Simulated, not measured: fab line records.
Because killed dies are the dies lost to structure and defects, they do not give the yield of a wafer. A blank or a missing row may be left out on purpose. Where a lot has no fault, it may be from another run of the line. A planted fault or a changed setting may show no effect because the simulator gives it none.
fab line records	flow sky130
record: lots: 6	wafers: 18	lastDay: 50
route steps=708 shown METAL3@556 PAD_OPEN@708
lots that met no fault: from a run of the same line without faults
startH: start of the lot's first displayed wafer, in hours after the record's first day	waitH: hours since the lot's step before	" unchanged from the row above	L1.1+2: a single row standing in for several wafers	- no value present, or no start provided	* or withheld: withheld	< > ~ a bound
route shown NAME@n: a module of which the file shows steps, and the number in the route of the first	usual: mean/standard deviation taken from wafers without a fault	same: alike in all rows	chamber/n: place in a boat	sites: per-site readings	_std_site: how widely they spread, as a standard deviation	_edge_site: the outer-site mean with the inner-site mean subtracted	radiusMm: for every site, how far away it sits from the centre of the wafer	mask NAME#n: copy n	behind: the last tool/chamber to shape the wafer	hold: cause of the lot's hold/its duration in hours/its outcome	device: which transistor (n, p or np) failed to switch	end of line: the tests these same wafers got at the end of their route	step lacking rows: just its recipe	killed: dies that structure and defects cost at the first sort, which is not the same as the wafer's yield	map: a wafer's dies, x killed, . not, _ none there
set.NAME: the setting that was run; set.NAME@STEP: the one run at that earlier step	model.NAME: the simulator's own value behind a step, which no gauge read
lots at selected steps of the route; one table per step, one row per wafer
services: the hour from which a tool's chamber was out of use, counted from the record's first day as startH (under 0 if before that day), plus the number of hours and why
== steps ==
step: SKY_METAL3_HMDS_06
recipe: primeTimeS: 60	primeTempC: 120
step: SKY_METAL3_COAT_07
recipe: resist: BARC	tempC: withheld	timeS: withheld	spinRpm: 3000	resistThkNm: 60
step: SKY_METAL3_COAT_08
recipe: resist: KrF-thick	spinRpm: 3000	resistThkNm: 1140
step: SKY_METAL3_SOFTBAKE_09
recipe: tempC: 100	timeS: 90	resist: KrF-thick
step: SKY_METAL3_EXPOSE_10
recipe: maskId: MM3	na: 0.68	sourceShape: annular	sigmaInner: 0.4	sigmaOuter: 0.8	targetCdNm: 300	doseMj: 28
step: SKY_METAL3_PEB_11
recipe: pebTempC: withheld	pebTimeS: withheld	resist: KrF-thick
step: SKY_METAL3_DEVELOP_12
recipe: developTimeS: 60	resist: KrF-thick	devTempC: 21
step: SKY_METAL3_CD_MEAS_13
recipe: targetCdNm: 300
usual: cdNm: 300.3/1.2
lot.wafer	tool	chamber	startH	waitH	cdNm
L805.1	cdSem-02	-	931.57	-	301.2
L805.4	"	-	"	"	300.8
L805.6	"	-	"	"	300.4
L808.4	cdSem-02	-	949.77	-	302.0
L808.5	"	-	"	"	300.8
L808.6	"	-	"	"	301.5
L813.1	cdSem-02	-	990.52	-	298.1
L813.4	"	-	"	"	297.5
L813.6	"	-	"	"	298.7
L817.3	cdSem-01	-	1015.85	-	300.5
L817.4	"	-	"	"	301.2
L817.5	"	-	"	"	300.5
L822.1	cdSem-02	-	1045.35	-	299.9
L822.2	"	-	"	"	299.9
L822.4	"	-	"	"	300.9
L824.1	cdSem-01	-	1056.91	-	299.2
L824.5	"	-	"	"	299.2
L824.6	"	-	"	"	298.9
step: SKY_METAL3_OVL_MEAS_14
usual: METAL3_OVL: 1/4.5
lot.wafer	tool	chamber	startH	waitH	METAL3_OVL[nm]
L805.1	overlay-02	-	931.69	0.1	7
L805.4	"	-	"	"	-1
L805.6	"	-	"	"	0
L808.4	overlay-02	-	949.85	0.1	4
L808.5	"	-	"	"	-3
L808.6	"	-	"	"	2
L813.1	overlay-02	-	990.64	0.1	0
L813.4	"	-	"	"	7
L813.6	"	-	"	"	-1
L817.3	overlay-01	-	1015.94	0.1	-7
L817.4	"	-	"	"	1
L817.5	"	-	"	"	1
L822.1	overlay-02	-	1045.47	0.1	6
L822.2	"	-	"	"	10
L822.4	"	-	"	"	6
L824.1	overlay-02	-	1057.03	0.1	-3
L824.5	"	-	"	"	1
L824.6	"	-	"	"	0
step: SKY_METAL3_DESCUM_15
recipe: chemistry: O2	sourcePowerW: 150	biasPowerW: 0	pressureMtorr: 10	tempC: 40	timeS: 8
usual: drypumpMotorCurrentA: 5.6/0.31	heBacksideLeakSccm: 3.32/0.2	oesProductAu: 1.004/0.011
same: biasPowerW: 0
lot.wafer	tool	chamber	startH	waitH	drypumpMotorCurrentA	heBacksideLeakSccm	oesProductAu	rfHoursCounterH
L805.1	rieMetal-01	0	931.73	0.0	6.1	3.21	0.998	11
L805.4	"	1	"	"	5.1	3.48	0.998	-
L805.6	"	0	"	"	6.1	3.24	1.012	-
L808.4	rieMetal-02	1	949.88	0.0	5.7	3.39	1.005	-
L808.5	"	0	"	"	5.3	3.61	0.985	-
L808.6	"	1	"	"	5.6	3.49	1.019	-
L813.1	rieMetal-02	0	990.68	0.0	5.3	3.60	0.996	14
L813.4	"	0	"	"	5.3	3.57	1.005	-
L813.6	"	1	"	"	5.6	3.46	1.003	-
L817.3	rieMetal-01	0	1015.98	0.0	6.1	2.92	1.009	-
L817.4	"	1	"	"	5.1	3.20	0.990	-
L817.5	"	0	"	"	6.0	2.94	1.010	-
L822.1	rieMetal-02	1	1045.51	0.0	5.6	3.41	1.005	20
L822.2	"	0	"	"	5.3	3.46	0.990	18
L822.4	"	1	"	"	5.6	3.43	1.010	-
L824.1	rieMetal-01	0	1057.07	0.0	6.0	3.19	1.017	19
L824.5	"	1	"	"	5.1	3.40	0.997	-
L824.6	"	0	"	"	6.0	2.99	1.011	-
step: SKY_METAL3_ETCH_16
recipe: chemistry: N2/H2	target: BARC	ionEnergyEv: 200	biasW: 100	pressureMtorr: 30	n2FlowSccm: 100	h2FlowSccm: 200	icpW: 500	stopOn: SiO2	timeS: 88.2	targetDepthA: 600
usual: biasW: 100.1/0.32	drypumpMotorCurrentA: 5.6/0.31	heBacksideLeakSccm: 3.33/0.21	oesProductAu: 0.626/0.0041	throttleValvePct: 13.205/0.0086
lot.wafer	tool	chamber	startH	waitH	biasW	drypumpMotorCurrentA	heBacksideLeakSccm	oesProductAu	rfHoursCounterH	throttleValvePct
L805.1	rieMetal-01	0	931.76	0.0	100.3	6.1	3.03	0.625	11	13.208
L805.4	"	1	"	"	100.4	5.1	3.06	0.630	-	13.206
L805.6	"	0	"	"	100.2	6.1	3.12	0.626	-	13.211
L808.4	rieMetal-02	1	949.93	0.0	100.1	5.6	3.59	0.625	-	13.189
L808.5	"	0	"	"	100.4	5.3	3.47	0.630	-	13.211
L808.6	"	1	"	"	100.2	5.6	3.47	0.635	-	13.192
L813.1	rieMetal-02	0	990.71	0.0	99.8	5.3	3.79	0.624	14	13.229
L813.4	"	0	"	"	99.5	5.3	3.74	0.625	-	13.214
L813.6	"	1	"	"	100.2	5.6	3.47	0.628	-	13.211
L817.3	rieMetal-01	0	1016.03	0.0	100.1	6.0	3.13	0.626	-	13.209
L817.4	"	1	"	"	99.6	5.2	3.31	0.627	-	13.199
L817.5	"	0	"	"	100.0	6.1	3.05	0.623	-	13.221
L822.1	rieMetal-02	1	1045.54	0.0	100.3	5.6	3.43	0.629	20	13.188
L822.2	"	0	"	"	99.9	5.3	3.29	0.629	18	13.206
L822.4	"	1	"	"	100.2	5.7	3.50	0.622	-	13.199
L824.1	rieMetal-01	0	1057.10	0.0	100.2	6.1	3.26	0.622	19	13.187
L824.5	"	1	"	"	99.5	5.1	3.33	0.623	-	13.212
L824.6	"	0	"	"	100.4	6.1	3.11	0.625	-	13.213
step: SKY_METAL3_ETCH_17
recipe: target: SiO2	stopOn: TiN	chemistry: C4F8/O2/Ar	sourceW: 1500	biasW: 1200	pressureMtorr: 40	c4f8FlowSccm: withheld	O2_flow_sccm: 6	Ar_flow_sccm: 300	timeS: 3.9	targetDepthA: 150
usual: biasW: 1200/4.3	oesProductAu: 0.754/0.0073
lot.wafer	tool	chamber	startH	waitH	biasW	oesProductAu	rfHoursCounterH
L805.1	rieDiel-04	3	931.86	0.1	1204	0.754	6
L805.4	"	0	"	"	1202	0.764	19
L805.6	"	0	"	"	1200	0.761	-
L808.4	rieDiel-03	2	950.00	0.0	1203	0.753	10
L808.5	"	1	"	"	1206	0.760	-
L808.6	"	2	"	"	1201	0.760	-
L813.1	rieDiel-02	0	990.81	0.1	1203	0.758	14
L813.4	"	2	"	"	1202	0.765	21
L813.6	"	0	"	"	1201	0.755	-
L817.3	rieDiel-04	0	1016.10	0.0	1201	0.762	21
L817.4	"	3	"	"	1201	0.766	-
L817.5	"	0	"	"	1202	0.761	-
L822.1	rieDiel-04	2	1045.64	0.1	1206	0.748	10
L822.2	"	1	"	"	1192	0.736	10
L822.4	"	2	"	"	1200	0.737	-
L824.1	rieDiel-04	0	1057.20	0.1	1200	0.752	0
L824.5	"	1	"	"	1200	0.764	-
L824.6	"	2	"	"	1194	0.751	-
step: SKY_METAL3_METAL_ETCH_18
recipe: targetDepthA: 8450	stopOn: SiO2	overEtchFrac: 0.3	timeS: 183.1	chemistry: Cl2/BCl3	resistSidewallDeg: 88	pressureMtorr: 10	icpW: 900	biasW: 48.5	Cl2_flow_sccm: 60	bcl3FlowSccm: 30
usual: biasW: 48.48/0.15	drypumpMotorCurrentA: 5.6/0.31	heBacksideLeakSccm: 3.3/0.32	oesProductAu: 0.866/0.0069	throttleValvePct: 22.264/0.0087
lot.wafer	tool	chamber	startH	waitH	biasW	drypumpMotorCurrentA	heBacksideLeakSccm	oesProductAu	rfHoursCounterH	throttleValvePct	model.KrF-thick_of_METAL3_COAT_08.thkNm	model.SiO2_of_VIA2_HDPCVD_00.thkNm
L805.1	rieMetal-02	1	931.88	0.0	48.40	5.7	3.5	0.859	14	22.266	526.4	462.6
L805.4	"	1	"	"	48.34	5.7	3.6	0.872	-	22.267	526.9	465.3
L805.6	"	0	"	"	48.46	5.2	3.4	0.867	-	22.281	543.8	466.6
L808.4	rieMetal-03	1	950.09	0.1	48.57	5.8	3.4	0.852	-	22.261	530.7	466.5
L808.5	"	0	"	"	48.40	5.6	3.2	0.872	-	22.267	508.8	463.8
L808.6	"	1	"	"	48.33	5.8	3.5	0.862	-	22.257	531.7	467
L813.1	rieMetal-03	0	990.83	0.0	39.11	5.6	3.2	0.868	22	22.260	553.5	467.9
L813.4	"	0	"	"	39.29	5.6	3.1	0.862	-	22.257	546.4	466.6
L813.6	"	1	"	"	39.39	5.8	3.3	0.856	-	22.278	573.8	468.6
L817.3	rieMetal-03	1	1016.17	0.1	39.27	5.8	3.5	0.877	-	22.268	572.2	466.1
L817.4	"	0	"	"	39.26	5.5	3.2	0.853	-	22.265	551.8	466.9
L817.5	"	1	"	"	39.34	5.8	3.4	0.883	-	22.260	572.1	467.5
L822.1	rieMetal-01	1	1045.66	0.0	48.37	5.1	3.2	0.870	21	22.264	525.3	464.2
L822.2	"	0	"	"	48.79	6.1	3.2	0.861	18	22.269	528.3	463.5
L822.4	"	0	"	"	48.60	6.1	3.1	0.859	-	22.270	518.4	465.1
L824.1	rieMetal-02	0	1057.22	0.0	48.68	5.3	3.2	0.859	19	22.250	529.8	466.5
L824.5	"	0	"	"	48.64	5.2	3.4	0.861	-	22.281	532.1	466.9
L824.6	"	1	"	"	48.54	5.7	3.4	0.865	-	22.260	523.2	467.7
step: SKY_METAL3_STRIP_19
recipe: chemistry: O2/N2	powerW: 1400	pressureMtorr: 1500	platenTempC: withheld	o2FlowSccm: 3000	n2FlowSccm: 300	overashFraction: 0.5
usual: drypumpMotorCurrentA: 5.5/0.46	oesProductAu: 0.500/0.0064	stripTimeToEndpointS: 6.49/0.11
same: overashFraction: 0.5
lot.wafer	tool	chamber	startH	waitH	drypumpMotorCurrentA	oesProductAu	rfHoursCounterH	stripTimeToEndpointS
L805.1	plasmaAsher-04	0	932.05	0.1	5.8	0.510	102	6.52
L805.4	"	1	"	"	6.4	0.501	-	6.53
L805.6	"	0	"	"	5.8	0.511	-	6.70
L808.4	plasmaAsher-04	0	950.29	0.1	5.7	0.503	-	6.57
L808.5	"	0	"	"	5.7	0.485	-	6.34
L808.6	"	1	"	"	6.4	0.495	-	6.58
L813.1	plasmaAsher-02	0	991.01	0.1	5.9	0.503	56	6.79
L813.4	"	0	"	"	5.9	0.513	-	6.71
L813.6	"	1	"	"	5.1	0.525	-	7.01
L817.3	plasmaAsher-01	1	1016.33	0.1	4.9	0.522	-	6.97
L817.4	"	0	"	"	5.8	0.508	-	6.79
L817.5	"	0	"	"	5.8	0.524	-	6.99
L822.1	plasmaAsher-01	0	1045.84	0.1	5.8	0.502	98	6.52
L822.2	"	1	"	"	4.9	0.506	98	6.57
L822.4	"	0	"	"	5.8	0.500	-	6.45
L824.1	plasmaAsher-02	0	1057.39	0.1	5.8	0.501	63	6.57
L824.5	"	1	"	"	5.1	0.501	-	6.60
L824.6	"	0	"	"	5.9	0.502	-	6.49
step: SKY_METAL3_STRIP_20
recipe: chemistry: postEtchResidueRemover	timeS: 1200	tempC: 72.5
step: SKY_PAD_OPEN_PROBE_99
usual: defectLimitedYield: 82.9/2	killed_at_M0_to_M3: 43/7	killed_at_M4_up: 3.0/1.9	killedAtContacts: 24/4.6	killedAtFrontEnd: 15/4.1	killedAtOther: 0.3/0.52	killedDies: 84/9.7	killedOpen: 46/6.9	killedShort: 38/6.8	sort_bin_3_pad_short: 0.8/0.41	sort_bin_5_function: 10.2/1.5	sort_bin_6_memory: 6.1/1.1	sortNPass: 408/9.7	sortYieldPct: 82.9/2
same: grossDies: 492	killedAtBackSide: 0	sort_bin_4_leakage[%]: 0	sort_bin_8_speed[%]: 0
lot.wafer	tool	chamber	startH	waitH	defectLimitedYield[%]	killed_at_M0_to_M3	killed_at_M4_up	killedAtContacts	killedAtFrontEnd	killedAtOther	killedDies	killedOpen	killedShort	sort_bin_3_pad_short[%]	sort_bin_5_function[%]	sort_bin_6_memory[%]	sortNPass	sortYieldPct[%]
L805.1	prober-01	-	1098.62	0.1	83.3	42	3	23	14	0	82	46	36	0.6	11.4	4.7	410	83.3
L805.4	prober-01	-	1098.77	0.2	86.2	38	6	14	10	0	68	37	31	0.4	7.9	5.5	424	86.2
L805.6	prober-01	-	1098.87	0.2	87.2	31	3	21	8	0	63	30	33	0.4	6.9	5.5	429	87.2
L808.4	prober-02	-	1116.35	0.2	82.1	41	0	27	20	0	88	44	43	1.0	9.3	7.5	404	82.1
L808.5	prober-02	-	1116.40	0.2	80.9	41	3	28	22	0	94	46	47	1.2	10.8	7.1	398	80.9
L808.6	prober-02	-	1116.45	0.2	80.5	56	3	23	14	0	96	51	45	0.4	11.0	8.1	396	80.5
L813.1	prober-02	-	1145.68	0.1	82.5	43	2	26	13	2	86	40	44	0.8	11.2	5.5	406	82.5
L813.4	prober-02	-	1145.83	0.2	78.7	50	5	28	20	2	105	50	51	2.2	12.4	6.7	387	78.7
L813.6	prober-02	-	1145.93	0.2	82.1	43	1	24	19	1	88	53	34	0.6	11.2	6.1	404	82.1
L817.3	prober-02	-	1168.08	0.2	87.0	31	2	23	8	0	64	37	26	0.4	7.7	4.9	428	87.0
L817.4	prober-02	-	1168.13	0.2	80.9	55	2	26	10	1	94	52	42	0.6	10.2	8.3	398	80.9
L817.5	prober-02	-	1168.18	0.2	82.1	49	2	21	16	0	88	43	44	0.8	10.4	6.7	404	82.1
L822.1	prober-01	-	1188.53	0.1	83.5	39	2	30	10	0	81	35	46	0.6	9.8	6.1	411	83.5
L822.2	prober-01	-	1188.58	0.1	83.9	44	5	17	12	1	79	47	31	0.6	9.3	6.1	413	83.9
L822.4	prober-01	-	1188.68	0.2	85.6	41	1	17	11	1	71	38	33	1.0	7.7	5.7	421	85.6
L824.1	prober-01	-	1197.08	0.1	82.1	56	5	16	11	0	88	38	50	1.8	10.2	5.9	404	82.1
L824.5	prober-01	-	1197.28	0.2	79.1	54	2	25	21	1	103	61	42	0.8	12.0	8.1	389	79.1
L824.6	prober-01	-	1197.33	0.2	80.7	41	8	22	24	0	95	38	57	1.4	11.6	6.3	397	80.7
killed by level:class
L805.1 CONTACT:geometricParticle:open=11 LI_CONTACT:geometricParticle:open=8 METAL2:geometricParticle:short=8 VIA3:geometricParticle:open=8 FIELD_ISO:geometricParticle:short=6 METAL1:geometricParticle:short=6 VIA1:geometricParticle:open=5 POLY_GATE:geometricParticle:open=4
L805.4 CONTACT:geometricParticle:open=7 VIA2:geometricParticle:open=5 METAL1:geometricParticle:short=5 VIA1:geometricParticle:open=5 VIA2:geometricParticle:short=5 VIA3:geometricParticle:open=5 POLY_GATE:geometricParticle:open=4 METAL2:geometricParticle:short=4
L805.6 CONTACT:geometricParticle:short=8 VIA1:geometricParticle:open=7 VIA3:geometricParticle:open=7 CONTACT:geometricParticle:open=6 LOCAL_INTERCONNECT:geometricParticle:short=4 FIELD_ISO:geometricParticle:short=3 POLY_GATE:geometricParticle:short=3 VIA2:geometricParticle:short=3
L808.4 LOCAL_INTERCONNECT:geometricParticle:short=9 VIA1:geometricParticle:open=8 POLY_GATE:geometricParticle:open=6 CONTACT:geometricParticle:open=6 METAL1:geometricParticle:short=5 VIA1:geometricParticle:short=5 METAL2:geometricParticle:short=5 VIA3:geometricParticle:open=5
L808.5 CONTACT:geometricParticle:open=12 METAL1:geometricParticle:short=8 METAL2:geometricParticle:short=7 VIA3:geometricParticle:open=7 VIA1:geometricParticle:open=6 FIELD_ISO:geometricParticle:open=5 LOCAL_INTERCONNECT:geometricParticle:short=5 FIELD_ISO:geometricParticle:short=4
L808.6 VIA1:geometricParticle:open=13 LI_CONTACT:geometricParticle:open=8 METAL1:geometricParticle:short=6 VIA1:geometricParticle:short=6 METAL2:geometricParticle:short=6 VIA3:geometricParticle:open=6 POLY_GATE:geometricParticle:short=5 METAL3:geometricParticle:short=5
L813.1 VIA2:geometricParticle:open=8 LI_CONTACT:geometricParticle:open=7 VIA1:geometricParticle:short=7 VIA1:geometricParticle:open=7 CONTACT:geometricParticle:open=6 METAL2:geometricParticle:short=6 POLY_GATE:geometricParticle:short=5 LOCAL_INTERCONNECT:geometricParticle:short=4
L813.4 VIA1:geometricParticle:open=12 LOCAL_INTERCONNECT:geometricParticle:short=9 METAL1:geometricParticle:short=9 VIA3:geometricParticle:open=8 CONTACT:geometricParticle:open=6 POLY_GATE:geometricParticle:short=5 VIA2:geometricParticle:open=5 METAL2:geometricParticle:short=5
L813.6 CONTACT:geometricParticle:open=10 VIA1:geometricParticle:open=10 FIELD_ISO:geometricParticle:open=8 METAL2:geometricParticle:short=6 LI_CONTACT:geometricParticle:open=5 LOCAL_INTERCONNECT:geometricParticle:short=5 VIA2:geometricParticle:open=5 VIA3:geometricParticle:open=5
L817.3 VIA1:geometricParticle:open=10 VIA2:geometricParticle:open=8 LI_CONTACT:geometricParticle:open=7 CONTACT:geometricParticle:open=7 METAL1:geometricParticle:short=4 CONTACT:geometricParticle:short=4 FIELD_ISO:geometricParticle:short=3 POLY_GATE:geometricParticle:short=3
L817.4 VIA1:geometricParticle:open=14 LI_CONTACT:geometricParticle:open=11 VIA2:geometricParticle:open=11 METAL1:geometricParticle:short=9 CONTACT:geometricParticle:open=8 VIA2:geometricParticle:short=7 POLY_GATE:geometricParticle:short=4 CONTACT:geometricParticle:short=4
L817.5 VIA1:geometricParticle:open=9 FIELD_ISO:geometricParticle:short=8 CONTACT:geometricParticle:open=8 METAL1:geometricParticle:short=8 VIA2:geometricParticle:open=8 VIA1:geometricParticle:short=7 LOCAL_INTERCONNECT:geometricParticle:short=4 VIA3:geometricParticle:short=4
L822.1 CONTACT:geometricParticle:open=9 LI_CONTACT:geometricParticle:short=8 METAL2:geometricParticle:short=8 METAL1:geometricParticle:short=7 LOCAL_INTERCONNECT:geometricParticle:short=7 LI_CONTACT:geometricParticle:open=6 VIA1:geometricParticle:open=6 VIA2:geometricParticle:open=5
L822.2 VIA2:geometricParticle:open=10 VIA1:geometricParticle:open=9 CONTACT:geometricParticle:open=8 VIA3:geometricParticle:open=6 FIELD_ISO:geometricParticle:short=4 VIA2:geometricParticle:short=4 METAL1:geometricParticle:short=4 FIELD_ISO:geometricParticle:open=3
L822.4 VIA1:geometricParticle:open=9 METAL2:geometricParticle:short=9 LI_CONTACT:geometricParticle:open=7 CONTACT:geometricParticle:short=5 VIA3:geometricParticle:open=5 FIELD_ISO:geometricParticle:open=4 METAL1:geometricParticle:short=4 VIA2:geometricParticle:open=4
L824.1 METAL2:geometricParticle:short=11 VIA1:geometricParticle:short=10 VIA2:geometricParticle:open=10 VIA1:geometricParticle:open=8 CONTACT:geometricParticle:open=5 FIELD_ISO:geometricParticle:short=4 LOCAL_INTERCONNECT:geometricParticle:short=4 VIA2:geometricParticle:short=4
L824.5 CONTACT:geometricParticle:open=11 VIA1:geometricParticle:open=11 VIA3:geometricParticle:open=10 METAL2:geometricParticle:short=8 LI_CONTACT:geometricParticle:open=6 VIA1:geometricParticle:short=6 METAL1:geometricParticle:short=6 POLY_GATE:geometricParticle:open=5
L824.6 METAL1:geometricParticle:short=8 FIELD_ISO:geometricParticle:short=7 POLY_GATE:geometricParticle:short=7 METAL4:geometricParticle:short=7 METAL2:geometricParticle:short=6 CONTACT:geometricParticle:open=6 VIA1:geometricParticle:short=6 VIA1:geometricParticle:open=6
== services ==
tool	chamber	startH	hours	kind
rieDiel-02	1	909.36	8.2	repair
rieMetal-03	-	929.48	2.8	pm
rieDiel-03	-	931.86	0.5	repair
rieDiel-04	1	940.00	5.6	repair
rieDiel-03	3	954.49	11.0	repair
plasmaAsher-04	-	957.43	5.1	repair
rieMetal-03	1	971.58	15.1	repair
rieDiel-02	3	975.16	3.4	repair
rieDiel-04	3	986.26	12.3	repair
rieDiel-03	0	996.51	8.5	repair
rieDiel-02	-	998.45	2.8	pm
rieDiel-04	2	1007.67	28.8	repair
rieMetal-02	-	1011.53	0.3	repair
rieDiel-03	1	1020.61	2.5	repair
plasmaAsher-01	-	1027.94	0.9	repair
rieDiel-04	0	1045.63	-	clean
rieDiel-04	0	1045.63	10.5	scheduledDown
rieDiel-04	0	1045.63	10.5	ventCycle
plasmaAsher-04	-	1055.27	9.0	pm
plasmaAsher-04	0	1055.27	9.0	ventCycle
plasmaAsher-04	1	1055.27	9.0	ventCycle
== key ==
firstSign: step: SKY_METAL3_METAL_ETCH_18	reading: biasW	direction: down	sigmas: 59	usual: 48.48	struck: 39.28
effect: step: SKY_METAL3_STRIP_19	reading: stripTimeToEndpointS	direction: up	sigmas: 3.6	usual: *	struck: *
modelEffect: step: SKY_METAL3_METAL_ETCH_18	value: KrF-thick_of_METAL3_COAT_08.thkNm	without: 514.9	struck: 561.6
metAt SKY_METAL3_METAL_ETCH_18
struckWafers L813.1,L813.4,L813.6,L817.3,L817.4,L817.5
onsetBetween 950.09 990.83
fault: kind: processParameterDrift	tool: rieMetal-03	chamber: -	onsetH: 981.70	steps: SKY_METAL3_METAL_ETCH_18	channel: biasW	offset: -9.1509	shape: step	endH: 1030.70	actsIn: theseRecipesOnly	stated: 48.5
